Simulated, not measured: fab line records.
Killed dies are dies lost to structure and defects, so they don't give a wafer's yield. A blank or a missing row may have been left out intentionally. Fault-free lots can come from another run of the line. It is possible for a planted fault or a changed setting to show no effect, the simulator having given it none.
fab line records -- flow sky130
[record] lots = 13, wafers = 39, lastDay = 50
route steps=708 shown NWELL@81 VT_ADJUST_HVTR@139 SONOS_ONO@170
lots with no fault: from the same line, run without faults
startH: start of the lot's first displayed wafer, in hours after the record's first day -- waitH: time in hours since the lot's previous step -- " as in the row above -- L1.1+2: several wafers, shown together as one row -- - no value, or no start was given -- * or withheld: withheld -- < > ~ a bound
route shown NAME@n: a module of which the file shows steps, and the number in the route of the first -- usual: mean and standard deviation over wafers with no fault -- same: alike in all rows -- chamber/n: place in a boat -- sites: each site's reading -- _std_site: standard deviation of those values -- _edge_site: outer sites' mean less inner sites' -- radiusMm: for every site, how far away it sits from the centre of the wafer -- mask NAME#n: copy n -- behind: tool/chamber where the wafer was last shaped -- hold: the reason the lot was held/the length of the hold in hours/how it ended -- device: whichever transistor did not switch (one of n, p or np) -- end of line: tests of these same wafers at the route's end -- for a step that has no rows: nothing shown but its recipe -- killed: the dies lost at the first sort to structure and to defects; this is not the yield of the wafer -- map: a wafer's dies, x killed, . not, _ none there
set.NAME: the setting as run; set.NAME@STEP: as run at that earlier step -- model.NAME: the simulator's own value behind a step, which no gauge read
the route's steps for a sample of lots (tables are steps, rows are wafers)
services: a tool's chamber out of use, with start hour (startH, from the record's first day; less than 0 if before it), hours out, and reason
[[steps]]
[step SKY_NWELL_RTA_28]
[recipe] tempC = 1050, timeS = 30, idleTempC = 650, rampUpCPerS = 150, rampDownCPerS = 90, ambient = N2
[usual] lampPowerPct = 25.31/0.058, wafer_temp_C_max = 1054.8/0.94
lot.wafer,tool,chamber,startH,waitH,lampPowerPct,wafer_temp_C_max
L698.2,rtpAnneal-01,0,101.46,0.0,25.30,1055.6
L698.3,rtpAnneal-01,0,101.46,0.0,25.38,1054.7
L698.6,rtpAnneal-01,0,101.46,0.0,25.22,1054.9
L699.1,rtpAnneal-02,0,106.64,0.0,25.29,1053.7
L699.3,rtpAnneal-02,0,106.64,0.0,25.43,1054.2
L699.4,rtpAnneal-02,0,106.64,0.0,25.27,1055.3
L701.3,rtpAnneal-01,0,118.51,0.0,25.36,1055.9
L701.4,rtpAnneal-01,0,118.51,0.0,25.27,1053.9
L701.6,rtpAnneal-01,0,118.51,0.0,25.27,1054.3
L702.1,rtpAnneal-01,0,127.13,0.0,25.33,1055.5
L702.4,rtpAnneal-01,0,127.13,0.0,25.31,1054.3
L702.5,rtpAnneal-01,0,127.13,0.0,25.21,1055.0
L704.1,rtpAnneal-02,0,143.48,0.0,25.31,1052.9
L704.4,rtpAnneal-02,0,143.48,0.0,25.38,1056.7
L704.5,rtpAnneal-02,0,143.48,0.0,25.33,1055.8
L705.1,rtpAnneal-02,0,153.13,0.0,25.26,1056.3
L705.4,rtpAnneal-02,0,153.13,0.0,25.32,1054.0
L705.5,rtpAnneal-02,0,153.13,0.0,25.22,1054.9
L706.2,rtpAnneal-01,0,156.06,0.0,25.33,1054.9
L706.4,rtpAnneal-01,0,156.06,0.0,25.23,1053.2
L706.6,rtpAnneal-01,0,156.06,0.0,25.37,1054.8
L708.3,rtpAnneal-01,0,166.62,0.0,25.35,1055.4
L708.4,rtpAnneal-01,0,166.62,0.0,25.32,1053.5
L708.5,rtpAnneal-01,0,166.62,0.0,25.33,1054.5
L717.2,rtpAnneal-02,0,219.85,0.0,25.29,1055.7
L717.3,rtpAnneal-02,0,219.85,0.0,25.34,1055.4
L717.5,rtpAnneal-02,0,219.85,0.0,25.20,1053.9
L718.1,rtpAnneal-01,0,229.28,0.0,25.39,1054.3
L718.2,rtpAnneal-01,0,229.28,0.0,25.37,1053.3
L718.6,rtpAnneal-01,0,229.28,0.0,25.31,1056.4
L719.2,rtpAnneal-02,0,230.80,0.0,25.25,1054.1
L719.3,rtpAnneal-02,0,230.80,0.0,25.27,1053.9
L719.6,rtpAnneal-02,0,230.80,0.0,25.36,1052.7
L720.2,rtpAnneal-01,0,234.65,0.0,25.31,1054.5
L720.4,rtpAnneal-01,0,234.65,0.0,25.34,1053.1
L720.5,rtpAnneal-01,0,234.65,0.0,25.30,1054.4
L721.2,rtpAnneal-01,0,246.13,0.0,25.22,1054.9
L721.3,rtpAnneal-01,0,246.13,0.0,25.24,1054.5
L721.4,rtpAnneal-01,0,246.13,0.0,25.32,1054.8
[step SKY_VT_ADJUST_HVTR_OVL_MEAS_08]
[usual] VT_ADJUST_HVTR_OVL = 0.1/1.2
lot.wafer,tool,chamber,startH,waitH,VT_ADJUST_HVTR_OVL[nm]
L698.2,overlay-02,-,199.61,0.1,-0.1
L698.3,overlay-02,-,199.61,0.1,-0.8
L698.6,overlay-02,-,199.61,0.1,-0.5
L699.1,overlay-01,-,207.30,0.1,-0.3
L699.3,overlay-01,-,207.30,0.1,-0.3
L699.4,overlay-01,-,207.30,0.1,-1.0
L701.3,overlay-01,-,220.47,0.1,0.2
L701.4,overlay-01,-,220.47,0.1,-0.5
L701.6,overlay-01,-,220.47,0.1,1.4
L702.1,overlay-01,-,231.85,0.1,-0.9
L702.4,overlay-01,-,231.85,0.1,-3.2
L702.5,overlay-01,-,231.85,0.1,-1.4
L704.1,overlay-02,-,250.05,0.1,1.0
L704.4,overlay-02,-,250.05,0.1,1.1
L704.5,overlay-02,-,250.05,0.1,3.4
L705.1,overlay-01,-,260.66,0.1,0.3
L705.4,overlay-01,-,260.66,0.1,0.0
L705.5,overlay-01,-,260.66,0.1,-0.4
L706.2,overlay-02,-,265.76,0.1,0.1
L706.4,overlay-02,-,265.76,0.1,0.4
L706.6,overlay-02,-,265.76,0.1,0.5
L708.3,overlay-01,-,277.47,0.1,-0.7
L708.4,overlay-01,-,277.47,0.1,0.1
L708.5,overlay-01,-,277.47,0.1,0.8
L717.2,overlay-01,-,341.36,0.1,0.8
L717.3,overlay-01,-,341.36,0.1,0.6
L717.5,overlay-01,-,341.36,0.1,1.1
L718.1,overlay-02,-,354.35,0.1,0.2
L718.2,overlay-02,-,354.35,0.1,0.6
L718.6,overlay-02,-,354.35,0.1,2.4
L719.2,overlay-01,-,355.86,0.1,0.5
L719.3,overlay-01,-,355.86,0.1,0.4
L719.6,overlay-01,-,355.86,0.1,-0.3
L720.2,overlay-02,-,357.96,0.1,0.0
L720.4,overlay-02,-,357.96,0.1,1.3
L720.5,overlay-02,-,357.96,0.1,-0.8
L721.2,overlay-02,-,372.06,0.1,1.2
L721.3,overlay-02,-,372.06,0.1,-1.4
L721.4,overlay-02,-,372.06,0.1,0.6
[step SKY_VT_ADJUST_HVTR_STRIP_10]
[recipe] chemistry = O2/N2, powerW = 1400, pressureMtorr = 1500, platenTempC = withheld, o2FlowSccm = 3000, n2FlowSccm = 300, overashFraction = 0.5
[usual] drypumpMotorCurrentA = 5.6/0.39, oesProductAu = 0.716/0.0044, stripTimeToEndpointS = 14.18/0.035
lot.wafer,tool,chamber,startH,waitH,drypumpMotorCurrentA,oesProductAu,rfHoursCounterH,stripTimeToEndpointS
L698.2,plasmaAsher-01,0,199.79,0.1,5.2,0.722,8,14.17
L698.3,plasmaAsher-01,0,199.79,0.1,5.2,0.712,-,14.20
L698.6,plasmaAsher-01,1,199.79,0.1,6.2,0.719,-,14.23
L699.1,plasmaAsher-02,0,207.49,0.1,5.1,0.719,39,14.21
L699.3,plasmaAsher-02,0,207.49,0.1,5.1,0.716,-,14.17
L699.4,plasmaAsher-02,1,207.49,0.1,5.9,0.714,-,14.16
L701.3,plasmaAsher-03,1,220.67,0.1,5.5,0.714,-,14.19
L701.4,plasmaAsher-03,0,220.67,0.1,5.8,0.712,-,14.19
L701.6,plasmaAsher-03,1,220.67,0.1,5.4,0.719,-,14.16
L702.1,plasmaAsher-01,0,232.04,0.1,5.2,0.720,12,14.21
L702.4,plasmaAsher-01,0,232.04,0.1,5.2,0.718,-,14.18
L702.5,plasmaAsher-01,1,232.04,0.1,6.2,0.711,-,14.22
L704.1,plasmaAsher-01,1,250.24,0.1,6.2,0.710,14,14.16
L704.4,plasmaAsher-01,0,250.24,0.1,5.2,0.723,-,14.18
L704.5,plasmaAsher-01,0,250.24,0.1,5.2,0.711,-,14.18
L705.1,plasmaAsher-02,0,260.84,0.1,5.1,0.712,44,14.19
L705.4,plasmaAsher-02,1,260.84,0.1,5.9,0.720,-,14.19
L705.5,plasmaAsher-02,0,260.84,0.1,5.1,0.720,-,14.16
L706.2,plasmaAsher-02,0,265.94,0.1,5.1,0.715,44,14.14
L706.4,plasmaAsher-02,1,265.94,0.1,5.9,0.711,-,14.16
L706.6,plasmaAsher-02,0,265.94,0.1,5.2,0.715,-,14.18
L708.3,plasmaAsher-03,1,277.67,0.1,5.5,0.719,-,14.12
L708.4,plasmaAsher-03,0,277.67,0.1,5.8,0.721,-,14.19
L708.5,plasmaAsher-03,0,277.67,0.1,5.8,0.715,-,14.13
L717.2,plasmaAsher-02,1,341.54,0.1,5.9,0.716,52,14.17
L717.3,plasmaAsher-02,0,341.54,0.1,5.1,0.719,-,14.21
L717.5,plasmaAsher-02,1,341.54,0.1,5.9,0.716,-,14.21
L718.1,plasmaAsher-03,0,354.54,0.1,5.8,0.720,68,14.12
L718.2,plasmaAsher-03,1,354.54,0.1,5.5,0.708,68,14.16
L718.6,plasmaAsher-03,1,354.54,0.1,5.5,0.708,-,14.11
L719.2,plasmaAsher-02,0,356.04,0.1,5.1,0.713,53,14.11
L719.3,plasmaAsher-02,0,356.04,0.1,5.1,0.710,-,14.17
L719.6,plasmaAsher-02,0,356.04,0.1,5.1,0.716,-,14.18
L720.2,plasmaAsher-01,0,358.14,0.1,5.3,0.720,24,14.18
L720.4,plasmaAsher-01,0,358.14,0.1,5.3,0.720,-,14.19
L720.5,plasmaAsher-01,0,358.14,0.1,5.3,0.722,-,14.17
L721.2,plasmaAsher-03,1,372.24,0.1,5.5,0.713,69,14.09
L721.3,plasmaAsher-03,0,372.24,0.1,5.8,0.716,-,14.16
L721.4,plasmaAsher-03,1,372.24,0.1,5.5,0.717,-,14.15
[step SKY_SONOS_ONO_CVD_02]
[recipe] material = Si3N4, precursor = DCS/NH3, targetThkNm = 10.5, tempC = 770, timeS = 180, pressureMtorr = 250
[usual] zonePowerUpperPct = 13.23/0.25
lot.wafer,tool,chamber,startH,waitH,zonePowerUpperPct
L698.2,lpcvd-02,0,250.29,0.5,13.20
L698.3,lpcvd-02,0,250.29,0.5,13.05
L698.6,lpcvd-02,0,250.29,0.5,13.01
L699.1,lpcvd-02,0,261.52,0.5,12.99
L699.3,lpcvd-02,0,261.52,0.5,13.33
L699.4,lpcvd-02,0,261.52,0.5,13.20
L701.3,lpcvd-02,0,275.80,2.0,13.17
L701.4,lpcvd-02,0,275.80,2.0,13.03
L701.6,lpcvd-02,0,275.80,2.0,12.94
L702.1,lpcvd-02,1,282.20,0.3,13.37
L702.4,lpcvd-02,1,282.20,0.3,13.66
L702.5,lpcvd-02,1,282.20,0.3,13.29
L704.1,lpcvd-02,1,299.37,0.5,13.39
L704.4,lpcvd-02,1,299.37,0.5,13.58
L704.5,lpcvd-02,1,299.37,0.5,13.63
L705.1,lpcvd-02,0,312.93,0.1,12.97
L705.4,lpcvd-02,0,312.93,0.1,13.04
L705.5,lpcvd-02,0,312.93,0.1,12.99
L706.2,lpcvd-02,1,320.53,1.2,13.46
L706.4,lpcvd-02,1,320.53,1.2,13.35
L706.6,lpcvd-02,1,320.53,1.2,13.42
L708.3,lpcvd-02,1,331.95,1.1,13.43
L708.4,lpcvd-02,1,331.95,1.1,13.44
L708.5,lpcvd-02,1,331.95,1.1,13.50
L717.2,lpcvd-02,1,401.79,1.0,13.47
L717.3,lpcvd-02,1,401.79,1.0,13.44
L717.5,lpcvd-02,1,401.79,1.0,13.63
L718.1,lpcvd-02,0,414.68,0.8,12.95
L718.2,lpcvd-02,0,414.68,0.8,13.13
L718.6,lpcvd-02,0,414.68,0.8,13.03
L719.2,lpcvd-02,1,418.17,0.0,13.76
L719.3,lpcvd-02,1,418.17,0.0,13.27
L719.6,lpcvd-02,1,418.17,0.0,13.55
L720.2,lpcvd-02,0,423.11,2.1,12.88
L720.4,lpcvd-02,0,423.11,2.1,12.77
L720.5,lpcvd-02,0,423.11,2.1,12.88
L721.2,lpcvd-02,1,434.72,0.0,13.52
L721.3,lpcvd-02,1,434.72,0.0,13.63
L721.4,lpcvd-02,1,434.72,0.0,13.45
[step SKY_SONOS_ONO_THK_MEAS_03]
[recipe] reads = Si3N4_of_SONOS_ONO_CVD_02
[usual] SONOS_ONO_CVD_02_THK = 10.56/0.14
lot.wafer,tool,chamber,startH,waitH,SONOS_ONO_CVD_02_THK[nm]
L698.2,filmMetro-02,-,251.36,0.0,10.53
L698.3,filmMetro-02,-,251.36,0.0,10.66
L698.6,filmMetro-02,-,251.36,0.0,10.58
L699.1,filmMetro-03,-,262.57,0.0,10.56
L699.3,filmMetro-03,-,262.57,0.0,10.67
L699.4,filmMetro-03,-,262.57,0.0,10.66
L701.3,filmMetro-03,-,276.87,0.0,10.45
L701.4,filmMetro-03,-,276.87,0.0,10.43
L701.6,filmMetro-03,-,276.87,0.0,10.44
L702.1,filmMetro-01,-,283.25,0.0,10.50
L702.4,filmMetro-01,-,283.25,0.0,10.37
L702.5,filmMetro-01,-,283.25,0.0,10.53
L704.1,filmMetro-02,-,300.42,0.0,10.13
L704.4,filmMetro-02,-,300.42,0.0,10.39
L704.5,filmMetro-02,-,300.42,0.0,10.38
L705.1,filmMetro-02,-,313.98,0.0,10.47
L705.4,filmMetro-02,-,313.98,0.0,10.48
L705.5,filmMetro-02,-,313.98,0.0,10.52
L706.2,filmMetro-01,-,321.59,0.0,10.61
L706.4,filmMetro-01,-,321.59,0.0,10.53
L706.6,filmMetro-01,-,321.59,0.0,10.65
L708.3,filmMetro-03,-,333.54,0.0,9.79
L708.4,filmMetro-03,-,333.54,0.0,9.57
L708.5,filmMetro-03,-,333.54,0.0,9.57
L717.2,filmMetro-02,-,402.85,0.0,10.54
L717.3,filmMetro-02,-,402.85,0.0,10.66
L717.5,filmMetro-02,-,402.85,0.0,10.52
L718.1,filmMetro-02,-,415.73,0.0,10.68
L718.2,filmMetro-02,-,415.73,0.0,10.67
L718.6,filmMetro-02,-,415.73,0.0,10.56
L719.2,filmMetro-02,-,419.23,0.0,10.61
L719.3,filmMetro-02,-,419.23,0.0,10.59
L719.6,filmMetro-02,-,419.23,0.0,10.59
L720.2,filmMetro-03,-,424.69,0.0,10.76
L720.4,filmMetro-03,-,424.69,0.0,10.50
L720.5,filmMetro-03,-,424.69,0.0,10.76
L721.2,filmMetro-01,-,435.78,0.0,10.88
L721.3,filmMetro-01,-,435.78,0.0,10.73
L721.4,filmMetro-01,-,435.78,0.0,10.81
[[services]]
tool,chamber,startH,hours,kind
plasmaAsher-01,-,108.75,9.0,pm
plasmaAsher-01,0,108.75,9.0,ventCycle
plasmaAsher-01,1,108.75,9.0,ventCycle
plasmaAsher-01,0,117.75,-,clean
plasmaAsher-01,1,117.75,-,clean
plasmaAsher-02,-,155.22,0.9,repair
plasmaAsher-03,-,202.00,6.6,repair
plasmaAsher-01,-,235.04,0.4,repair
plasmaAsher-02,-,235.80,7.0,repair
lpcvd-02,-,256.53,0.8,pm
rtpAnneal-01,-,267.86,6.7,pm
plasmaAsher-03,-,285.45,2.8,pm
lpcvd-02,-,304.59,2.5,repair
plasmaAsher-03,-,331.46,2.5,repair
rtpAnneal-01,-,338.72,3.8,pm
plasmaAsher-03,-,366.31,5.7,repair
rtpAnneal-02,-,413.05,6.7,pm
plasmaAsher-03,-,421.25,9.0,pm
plasmaAsher-03,0,421.25,9.0,ventCycle
plasmaAsher-03,1,421.25,9.0,ventCycle
plasmaAsher-03,0,430.25,-,clean
plasmaAsher-03,1,430.25,-,clean
[[key]]
[firstSign] step = SKY_SONOS_ONO_THK_MEAS_03, reading = SONOS_ONO_CVD_02_THK, direction = down, sigmas = 6.7, usual = 10.56, struck = 9.64
effect none on later readings
metAt SKY_SONOS_ONO_CVD_02
struckLots L708
struckWafers L708.3,L708.4,L708.5
sortLeftOut L708.3,L708.4,L708.5
testerLeftOut L708
notActingAt SKY_NWELL_RTA_28,SKY_VT_ADJUST_HVTR_OVL_MEAS_08,SKY_VT_ADJUST_HVTR_STRIP_10
onsetBetween 320.53 331.95
[fault] kind = processParameterDrift, tool = lpcvd-02, chamber = 1, onsetH = 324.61, steps = SKY_SONOS_ONO_CVD_02, channel = timeS, offset = *, shape = step, endH = 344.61, actsIn = *, stated = *
// testerLeftOut: of these lots the tester's yield and bins aren't shown, on N5 and GAA mostly nor the transistor test; their killed dies are dies lost to structure and defects alone, not to doping, threshold or leakage, so they don't give the yield
// sortLeftOut: the simulated sort isn't trusted on such a fault, so these wafers' sort isn't shown, and their yield isn't known
